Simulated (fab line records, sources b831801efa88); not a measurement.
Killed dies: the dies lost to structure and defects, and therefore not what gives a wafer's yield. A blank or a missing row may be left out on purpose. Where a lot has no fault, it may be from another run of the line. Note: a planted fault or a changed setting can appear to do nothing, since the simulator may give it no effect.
Matching of chambers | flow gf180mcu | GF_STI_CMP_25 on cmp-01: 4 sister chambers
The step polishes, stops on Si3N4, t overpolish 33 s, target thk 524.6 nm. 4 wafers are shown with their chamber, then 8 later ones without.

## EACH WAFER AND ITS CHAMBER
wafer  | chamber | motor_current_A (A)
L603.1 | 3       | 13.0
L604.5 | 2       | 13.7
L605.5 | 0       | 11.2
L607.1 | 1       | 11.3

## WAFERS WHOSE CHAMBER IS MISSING
wafer  | motor_current_A (A)
L607.3 | 11.4
L607.5 | 13.7
L612.3 | 11.2
L612.4 | 12.8
L612.5 | 13.5
L614.2 | 14.3
L614.3 | 12.9
L614.4 | 10.4

## THE CHAMBER EACH PASSED THROUGH
wafer  | from the rows above     | in truth
L607.3 | can't be placed: 1 or 0 | 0
L607.5 | can't be placed: 2 or 3 | 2
L612.3 | can't be placed: 0 or 1 | 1
L612.4 | can't be placed: 3 or 2 | 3
L612.5 | can't be placed: 2 or 3 | 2
L614.2 | can't be placed: 2 or 3 | 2
L614.3 | can't be placed: 3 or 2 | 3
L614.4 | can't be placed: 0 or 1 | 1
Placed correctly: 0 of 8. From these rows, 8 cannot be placed; in 8 the true chamber is one of the candidates. Number placed wrongly: 0.
How it was worked out, from the rows above alone: a wafer's distance from a chamber is the root of the sum, over the readings, of the square of ((its reading less the chamber's mean) divided by the reading's scatter). If the next closest chamber is less than 2 further off than the closest, the wafer can't be placed; otherwise it belongs to the closest. For every chamber, the mean is computed from those of its wafers that are shown. The scatter (one wafer shown for each chamber): square how far every hidden wafer sits from the nearest shown wafer, average those squares and take the square root.
